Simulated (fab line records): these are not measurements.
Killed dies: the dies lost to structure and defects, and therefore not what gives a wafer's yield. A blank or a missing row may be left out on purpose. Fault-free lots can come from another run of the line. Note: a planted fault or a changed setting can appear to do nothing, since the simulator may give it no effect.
What tool caused it? | flow sky130 | 13 lots, 39 wafers sampled, at 7 steps of a route of 708

## WHAT THE GAUGES SHOWED, per wafer
SKY_LOCAL_INTERCONNECT_RS_MEAS_01: measurement is done with a four-point probe.
lot  | measured     | on            | LOCAL_INTERCONNECT_TIN_RS (ohm/sq)
L963 | day 29 01:28 | film-metro-02 | 14.00 13.93 13.90
L964 | day 29 23:04 | film-metro-02 | 14.09 14.07 13.94
L965 | day 30 02:52 | film-metro-03 | 14.05 14.08 13.98
L966 | day 30 06:38 | film-metro-02 | 14.23 14.04 14.16
L968 | day 30 21:32 | film-metro-02 | 14.32 14.20 14.25
L967 | day 31 07:44 | film-metro-01 | 14.08 14.13 14.02
L969 | day 31 22:24 | film-metro-02 | 14.17 13.99 14.14
L971 | day 32 16:23 | film-metro-02 | 13.95 13.97 13.76
L972 | day 32 20:52 | film-metro-01 | 14.10 14.06 14.18
L973 | day 33 12:25 | film-metro-01 | 12.04 13.99 14.12 12.08 13.99 14.12
L974 | day 33 14:08 | film-metro-02 | 14.20 14.12 14.11
L977 | day 34 04:52 | film-metro-02 | 14.09 14.09 14.08
L986 | day 37 00:16 | film-metro-03 | 14.29 14.25 14.32

SKY_LOCAL_INTERCONNECT_THK_MEAS_02: measures by xrf.
lot  | measured     | on            | LOCAL_INTERCONNECT_TIN_THK (nm)
L963 | day 29 01:35 | film-metro-02 | 98.4 99.2 99.4
L964 | day 29 23:11 | film-metro-02 | 97.8 98.5 98.9
L965 | day 30 02:59 | film-metro-03 | 98.0 97.9 98.8
L966 | day 30 06:44 | film-metro-02 | 97.1 98.2 97.1
L968 | day 30 21:39 | film-metro-02 | 96.6 97.4 96.8
L967 | day 31 07:51 | film-metro-01 | 98.2 97.8 98.7
L969 | day 31 22:31 | film-metro-02 | 97.9 98.8 97.4
L971 | day 32 16:31 | film-metro-02 | 100.0 99.3 100.6
L972 | day 32 20:58 | film-metro-01 | 97.8 98.1 97.2
L973 | day 33 15:41 | film-metro-01 | 113.4 98.2 97.5 113.2 98.7 97.5
L974 | day 33 14:16 | film-metro-02 | 97.3 98.4 98.0
L977 | day 34 04:59 | film-metro-02 | 98.2 97.8 98.0
L986 | day 37 00:22 | film-metro-03 | 97.4 97.4 96.5

SKY_CONTACT_THK_MEAS_01.
lot  | measured     | on            | CONTACT_CVD_00_THK (nm)
L963 | day 30 05:45 | film-metro-02 | 74.7 74.7 75.4
L964 | day 31 03:06 | film-metro-03 | 73.9 74.4 73.4
L965 | day 31 07:04 | film-metro-04 | 74.6 73.8 76.3
L966 | day 31 11:22 | film-metro-04 | 74.0 76.9 75.0
L968 | day 32 01:27 | film-metro-04 | 73.6 76.5 75.9
L967 | day 32 11:57 | film-metro-04 | 75.3 75.7 75.8
L969 | day 33 02:22 | film-metro-04 | 76.7 76.9 78.1
L971 | day 33 19:43 | film-metro-02 | 74.5 75.3 74.9
L972 | day 34 00:08 | film-metro-02 | 76.6 76.0 77.9
L973 | day 34 15:01 | film-metro-02 | 74.6 76.8 75.2
L974 | day 34 16:10 | film-metro-03 | 75.7 76.1 77.1
L977 | day 35 06:57 | film-metro-02 | 75.3 73.5 74.7
L986 | day 38 03:32 | film-metro-03 | 74.5 76.0 76.6

## TOOL THAT RAN EACH LOT (tool first, then ch and the chambers of the sampled wafers, then the start)
lot  | SKY_LDD_HVN_STRIP_09                 | SKY_RES_XHIGH_STRIP_08               | SKY_LOCAL_INTERCONNECT_SPUTTER_00 | SKY_LOCAL_INTERCONNECT_METAL_ETCH_14
L963 | plasma-asher-04 ch 0,1, day 20 05:36 | plasma-asher-02 ch 0,1, day 26 13:26 | pvd-sputter-03, day 29 01:25      | rie-metal-04 ch 0,1, day 30 04:59
L964 | plasma-asher-01 ch 0,1, day 20 17:10 | plasma-asher-03 ch 0,1, day 27 12:40 | pvd-sputter-02, day 29 23:01      | rie-metal-04 ch 0,1, day 31 02:26
L965 | plasma-asher-02 ch 0,1, day 21 06:01 | plasma-asher-02 ch 0,1, day 27 16:00 | pvd-sputter-02, day 30 02:49      | rie-metal-03 ch 0,1, day 31 06:23
L966 | plasma-asher-04 ch 0,1, day 21 15:02 | plasma-asher-04 ch 0,1, day 27 20:59 | pvd-sputter-04, day 30 06:31      | rie-metal-04 ch 0,1, day 31 10:39
L968 | plasma-asher-04 ch 0,1, day 22 05:41 | plasma-asher-04 ch 0,1, day 28 10:19 | pvd-sputter-03, day 30 21:28      | rie-metal-02 ch 0, day 32 00:45
L967 | plasma-asher-04 ch 0,1, day 22 17:03 | plasma-asher-02 ch 0,1, day 28 21:03 | pvd-sputter-03, day 31 07:40      | rie-metal-02 ch 0,1, day 32 11:15
L969 | plasma-asher-04 ch 0,1, day 23 11:01 | plasma-asher-04 ch 0,1, day 29 12:39 | pvd-sputter-02, day 31 22:19      | rie-metal-03 ch 0,1, day 33 01:41
L971 | plasma-asher-02 ch 0,1, day 24 05:44 | plasma-asher-03 ch 1, day 30 07:34   | pvd-sputter-02, day 32 16:20      | rie-metal-04 ch 0, day 33 19:02
L972 | plasma-asher-02 ch 0,1, day 24 09:42 | plasma-asher-04 ch 0,1, day 30 11:26 | pvd-sputter-04, day 32 20:46      | rie-metal-02 ch 0,1, day 33 23:27
L973 | plasma-asher-01 ch 0,1, day 25 02:20 | plasma-asher-02 ch 0,1, day 31 03:35 | pvd-sputter-02, day 33 12:19      | rie-metal-02 ch 1, day 34 14:18
L974 | plasma-asher-01 ch 0,1, day 25 05:02 | plasma-asher-02 ch 0,1, day 31 05:28 | pvd-sputter-03, day 33 14:05      | rie-metal-04 ch 0,1, day 34 15:29
L977 | plasma-asher-04 ch 0,1, day 25 23:57 | plasma-asher-04 ch 0,1, day 31 21:37 | pvd-sputter-04, day 34 04:49      | rie-metal-02 ch 1, day 35 06:12
L986 | plasma-asher-02 ch 0,1, day 28 21:46 | plasma-asher-04 ch 0,1, day 34 17:27 | pvd-sputter-03, day 37 00:11      | rie-metal-02 ch 0, day 38 02:22
- SKY_LDD_HVN_STRIP_09: strips in O2/N2.
- SKY_RES_XHIGH_STRIP_08: strips in O2/N2.
- SKY_LOCAL_INTERCONNECT_SPUTTER_00: material TiN, target thk 100 nm, time 83.3 s.
- SKY_LOCAL_INTERCONNECT_METAL_ETCH_14: etches TiN in Cl2/BCl3, stops on PSG, target depth 110 nm, time 31.4 s.

## AS READ BY THE TOOLS THEMSELVES (means over the sampled wafers that have a number; for cases with no such wafer, the mark the record gives instead)
SKY_LDD_HVN_STRIP_09.
lot  | tool            | drypump-motor-current-A (A) | oes-product-au (a.u.) | strip-time-to-endpoint-s (s)
L963 | plasma-asher-04 | 5.6                         | 0.408                 | 4.129
L964 | plasma-asher-01 | 6.0                         | 0.413                 | 4.155
L965 | plasma-asher-02 | 5.7                         | 0.408                 | 4.136
L966 | plasma-asher-04 | 5.6                         | 0.407                 | 4.143
L968 | plasma-asher-04 | 5.7                         | 0.414                 | 4.142
L967 | plasma-asher-04 | 5.6                         | 0.409                 | 4.144
L969 | plasma-asher-04 | 5.5                         | 0.412                 | 4.163
L971 | plasma-asher-02 | 5.7                         | 0.412                 | 4.151
L972 | plasma-asher-02 | 5.9                         | 0.403                 | 4.138
L973 | plasma-asher-01 | 6.0                         | 0.409                 | 4.154
L974 | plasma-asher-01 | 5.9                         | 0.406                 | 4.130
L977 | plasma-asher-04 | 5.6                         | 0.413                 | 4.137
L986 | plasma-asher-02 | 5.7                         | 0.406                 | 4.135

SKY_RES_XHIGH_STRIP_08.
lot  | tool            | drypump-motor-current-A (A) | oes-product-au (a.u.) | strip-time-to-endpoint-s (s)
L963 | plasma-asher-02 | 5.9                         | 0.713                 | 14.20
L964 | plasma-asher-03 | 5.6                         | 0.707                 | 14.28
L965 | plasma-asher-02 | 5.9                         | 0.710                 | 14.22
L966 | plasma-asher-04 | 5.6                         | 0.711                 | 14.24
L968 | plasma-asher-04 | 5.5                         | 0.712                 | 14.35
L967 | plasma-asher-02 | 5.7                         | 0.711                 | 14.20
L969 | plasma-asher-04 | 5.6                         | 0.710                 | 14.28
L971 | plasma-asher-03 | 5.8                         | 0.710                 | 14.30
L972 | plasma-asher-04 | 5.5                         | 0.711                 | 14.35
L973 | plasma-asher-02 | 5.9                         | 0.714                 | 14.31
L974 | plasma-asher-02 | 5.7                         | 0.716                 | 14.35
L977 | plasma-asher-04 | 5.6                         | 0.710                 | 14.35
L986 | plasma-asher-04 | 5.6                         | 0.714                 | 14.32

SKY_LOCAL_INTERCONNECT_SPUTTER_00.
lot  | tool           | cathode-dc-power-W (W) | throttle-valve-pct (%)
L963 | pvd-sputter-03 | 6499.8                 | 31.0
L964 | pvd-sputter-02 | 6497.8                 | 30.3
L965 | pvd-sputter-02 | 6499.7                 | 30.5
L966 | pvd-sputter-04 | 6498.9                 | 28.5
L968 | pvd-sputter-03 | 6498.9                 | 29.1
L967 | pvd-sputter-03 | 6500.3                 | 29.8
L969 | pvd-sputter-02 | 6500.0                 | 30.5
L971 | pvd-sputter-02 | 6500.6                 | 29.7
L972 | pvd-sputter-04 | 6498.8                 | 28.7
L973 | pvd-sputter-02 | 6866.1                 | 30.0
L974 | pvd-sputter-03 | 6499.3                 | 28.7
L977 | pvd-sputter-04 | 6499.3                 | 29.8
L986 | pvd-sputter-03 | 6499.1                 | 30.0

SKY_LOCAL_INTERCONNECT_METAL_ETCH_14.
lot  | tool         | drypump-motor-current-A (A) | he-backside-leak-sccm (sccm) | oes-product-au (a.u.) | throttle-valve-pct (%)
L963 | rie-metal-04 | 5.9                         | 3.34                         | 0.946                 | 21.893
L964 | rie-metal-04 | 5.9                         | 3.34                         | 0.947                 | 21.903
L965 | rie-metal-03 | 5.9                         | 3.36                         | 0.944                 | 21.898
L966 | rie-metal-04 | 5.8                         | 3.56                         | 0.936                 | 21.907
L968 | rie-metal-02 | 6.0                         | 3.66                         | 0.938                 | 21.909
L967 | rie-metal-02 | 6.1                         | 3.45                         | 0.940                 | 21.901
L969 | rie-metal-03 | 6.0                         | 3.33                         | 0.942                 | 21.907
L971 | rie-metal-04 | 6.2                         | 3.22                         | 0.951                 | 21.886
L972 | rie-metal-02 | 6.1                         | 3.51                         | 0.939                 | 21.902
L973 | rie-metal-02 | 6.1                         | 3.35                         | 0.955                 | 21.892
L974 | rie-metal-04 | 5.8                         | 3.31                         | 0.935                 | 21.893
L977 | rie-metal-02 | 6.1                         | 3.17                         | 0.937                 | 21.907
L986 | rie-metal-02 | 6.0                         | 3.59                         | 0.935                 | 21.903

## THE ANSWER, worked out from the rows above alone
Rule: what is usual is taken from the lots themselves. The widest of any qualifying gaps counts: lots, ordered by their means at a reading, are off when they make up no more than a third of the lots, leave a main group of 4 or more, and stand apart from it by 3 or more times the standard deviation of that group's means. Not used: any main group whose means are identical at the precision the tables above print for the reading. Also off: a lot with no number at a reading for which 4 or more lots have one. Any other lot the step has rows for is counted as sound. First the gauges in route order, then the tools' own readings, where a lot's mean is used as printed above. At the first step where some lot is off, the reading lying furthest off is the one used; lots without a number count as furthest.
Off: at SKY_LOCAL_INTERCONNECT_RS_MEAS_01 (LOCAL_INTERCONNECT_TIN_RS), L973. The main group has a mean of 14.09 ohm/sq with a standard deviation of 0.11.
A tool fits if, at a process step before that reading, it ran every lot that is off, and no sound lot after the first of them. The gauges at SKY_LOCAL_INTERCONNECT_RS_MEAS_01 aren't tried: what is off there is off at SKY_LOCAL_INTERCONNECT_SPUTTER_00 too, on other tools, and a gauge's error can't cause that. One candidate fits, namely pvd-sputter-02 at SKY_LOCAL_INTERCONNECT_SPUTTER_00. A fault onset in the window from L971 (day 32 16:20, its last sound lot) to L973 (day 33 12:19, its first lot off) fits.
The tool's own readings at SKY_LOCAL_INTERCONNECT_SPUTTER_00 bear it out: on the lots that are off they differ by more than 5 times the standard deviation of the sound lots' means. cathode-dc-power-W reads 6866.1 W there against 6499.4 W on the sound lots.

## WHAT WAS PUT IN BY THE SIMULATOR
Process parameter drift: pvd-sputter-02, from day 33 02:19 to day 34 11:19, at SKY_LOCAL_INTERCONNECT_SPUTTER_00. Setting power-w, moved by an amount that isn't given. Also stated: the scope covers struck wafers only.
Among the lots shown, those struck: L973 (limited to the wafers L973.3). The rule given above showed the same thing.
